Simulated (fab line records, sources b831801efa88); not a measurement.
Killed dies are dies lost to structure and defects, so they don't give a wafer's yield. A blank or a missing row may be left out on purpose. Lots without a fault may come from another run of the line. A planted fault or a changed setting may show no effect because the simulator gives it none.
Chamber matching | flow sfq_line | SFQ_TRILAYER_I4_CMP_CMP_100 on cmp-01: 4 sister chambers
The step polishes SiO2. 4 wafers are shown with their chamber, then 8 later ones without.

WAFERS WITH THEIR CHAMBER
wafer  | chamber | motor_current_A (A)
L823.1 | 2       | 9.5
L823.5 | 0       | 9.6
L823.6 | 3       | 11.1
L824.4 | 1       | 8.6

WAFERS WITHOUT THEIR CHAMBER
wafer  | motor_current_A (A)
L824.1 | 9.6
L824.6 | 10.1
L825.1 | 10.2
L825.3 | 9.8
L825.5 | 9.4
L828.1 | 8.8
L828.3 | 9.5
L828.5 | 9.2

WHICH CHAMBER EACH WENT THROUGH
wafer  | from the rows above          | in truth
L824.1 | can't be placed: 0 or 2      | 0
L824.6 | can't be placed: 0 or 2 or 3 | 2
L825.1 | can't be placed: 0 or 2 or 3 | 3
L825.3 | can't be placed: 0 or 2      | 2
L825.5 | can't be placed: 2 or 0      | 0
L828.1 | can't be placed: 1 or 2 or 0 | 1
L828.3 | can't be placed: 2 or 0      | 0
L828.5 | can't be placed: 2 or 0 or 1 | 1
Placed correctly: 0 of 8. Can't be placed from these rows: 8 (the true chamber is among the candidates in 8). Placed wrongly: 0.
How it was worked out, from the rows above alone: a wafer's distance from a chamber is the root of the sum, over the readings, of the square of ((its reading less the chamber's mean) divided by the reading's scatter). The wafer belongs to the nearest chamber; if the next one is less than 2 further off, it can't be placed. A chamber's mean is the mean of its shown wafers. The scatter: with one shown wafer a chamber, the root of the mean of the squares of how far each hidden wafer lies from its nearest shown one.
